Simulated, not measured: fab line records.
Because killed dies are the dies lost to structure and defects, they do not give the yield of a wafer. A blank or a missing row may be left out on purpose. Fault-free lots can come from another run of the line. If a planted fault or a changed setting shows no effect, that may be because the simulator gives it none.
Matching of chambers ; flow sky130 ; SKY_CONTACT_CMP_27 on cmp-02 has 4 sister chambers
The step polishes, stops on SiO2, t overpolish 15 s, target thk 0 nm. 8 wafers are shown with their chamber, then 7 later ones without.

== WAFERS WITH THEIR CHAMBER ==
wafer;chamber;motor_current_A (A);time_to_endpoint_s (s)
L499.2;3;10.5;84
L499.3;1;10.9;80
L503.5;1;10.7;78
L503.6;0;13.4;80
L504.2;3;10.0;83
L504.6;2;11.1;84
L506.1;2;10.3;81
L506.3;0;13.3;79

== WAFERS MISSING THEIR CHAMBER ==
wafer;motor_current_A (A);time_to_endpoint_s (s)
L506.5;11.1;84
L509.3;10.5;82
L509.5;11.1;75
L509.6;13.4;83
L512.2;10.5;87
L512.3;10.9;80
L512.4;12.9;88

== THE CHAMBER EACH PASSED THROUGH ==
wafer;from the rows above;in truth
L506.5;can't be placed: 2 or 3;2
L509.3;can't be placed: 2 or 3 or 1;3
L509.5;1;1
L509.6;0;0
L512.2;can't be placed: 3 or 2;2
L512.3;can't be placed: 1 or 2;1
L512.4;can't be placed: 0 or 2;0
Correct placement for 2 of the 7. Not placeable from these rows: 5 (in 5, the candidates include the true chamber). Number placed wrongly: 0.
How it was worked out, from the rows above alone: a wafer's distance from a chamber is the root of the sum, over the readings, of the square of ((its reading less the chamber's mean) divided by the reading's scatter). The wafer belongs to the nearest chamber; if the next one is less than 2 further off, it can't be placed. The mean given for a chamber averages the wafers shown for that chamber. The scatter: the root of (the sum of the squares of (reading less its chamber's mean) over the shown wafers, divided by (wafers less chambers)).
